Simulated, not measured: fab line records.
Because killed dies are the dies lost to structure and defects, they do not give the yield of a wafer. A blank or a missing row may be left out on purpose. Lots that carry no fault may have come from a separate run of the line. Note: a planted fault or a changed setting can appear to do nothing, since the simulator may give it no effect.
Problem report in the 8D (eight disciplines) form, filled by code / flow gf180mcu / the parts of the form that need people (team, actions taken, sign-off) are left out

== 1. THE ISSUE ==
V5_W_RS at GF_V5_RS_MEAS_24 reads a mean of 0.537 ohm/sq on 4 wafers of 2 lots; wafers without a fault read 0.326 ohm/sq with a standard deviation of 0.0033. Relative to the usual mean, that is a shift of +64 standard deviations.
The step: measures by four-point-probe.
The first sign was on wafer L506.1 at day 31 08:10, on film-metro-02. The record holds 31 wafers of 11 lots with a number at this step. The rule behind "out" and "out of limits": a value lying over 4 standard deviations away from the usual mean. The rest of the wafers with a number are treated as sound.

== 2. WHAT IT IS AND WHAT IT IS NOT ==
question=which readings at this step | is=V5_W_RS | is not=-
question=which lots | is=L506, L508 | is not=L492, L493, L496, L500, L502, L503, L504, L513, L514
question=which wafers of those lots | is=all that have a number | is not=-
question=read on which gauges | is=film-metro-02 | is not=film-metro-03, film-metro-04
question=when | is=from day 31 08:10 | is not=up to then (21 sound wafers); but 6 sound wafers of L513, L514 came after

== 3. WHAT RULES OUT EACH SUSPECT ==
Counting: any tool at a process step up to the reading is kept as a suspect provided that every lot that is out went through it and no sound lot did after the first of them.
- the gauge at GF_V5_RS_MEAS_24: ruled out. All the wafers that are out were read on film-metro-02, but those of them that GF_V5_CMP_26 has rows for are out there too, on other tools.
- cvd-w-02 at GF_V5_CVD_23 (deposits W, target thk 350 nm, time 104.9 s): kept. Every lot that is out went through it, starting with L506 (day 31 08:04), and after that it ran no sound lot; the last sound lot it ran before then is L502 (day 30 08:18).
After counting, what remains is cvd-w-02 at GF_V5_CVD_23.

== 4. THE CAUSE (what the simulator had put in) ==
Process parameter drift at GF_V5_CVD_23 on cvd-w-02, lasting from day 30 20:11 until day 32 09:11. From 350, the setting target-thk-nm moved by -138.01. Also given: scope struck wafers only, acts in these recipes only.
The count eliminated every tool but this one.

== 5. SEQUENCE OF EFFECTS, ordered by route ==
Each row: a reading where the mean over the struck wafers with a number is more than 3 standard deviations away from the usual. Only readings whose record carries a usual standard deviation are examined. hours: median over the lots of the time between each lot's start at the first step of this table that gives one and its start at this step. sigmas: the change, counted in usual standard deviations.
hours=0; step=GF_V5_RS_MEAS_24; reading=V5_W_RS; usual=0.326 ohm/sq; on struck wafers=0.537; change=+0.211; sigmas=+64
hours=4; step=GF_V5_THK_MEAS_25; reading=V5_W_THK; usual=343 nm; on struck wafers=212; change=-131; sigmas=-27
hours=10; step=GF_V5_CMP_26; reading=time-to-endpoint-s; usual=86 s; on struck wafers=54; change=-32; sigmas=-10
Process steps it contains:
- GF_V5_CMP_26: polishes, stops on SiO2, t overpolish 15 s, target thk 0 nm.

== 6. HOW IT WOULD HAVE BEEN CAUGHT EARLIER ==
In this record the first reading out of limits at a measuring or inspecting step was taken at day 31 08:10, 12 hours after the fault began at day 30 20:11.
Tool readings at GF_V5_CVD_23 with a usual standard deviation given in the record: none out on any struck wafer, hence no alarm at a limit of 4 standard deviations on them.
L508, from the lots that are out (2), started GF_V5_CVD_23 on cvd-w-02 later than day 31 08:10. Putting the tool on hold at that point would have spared it.
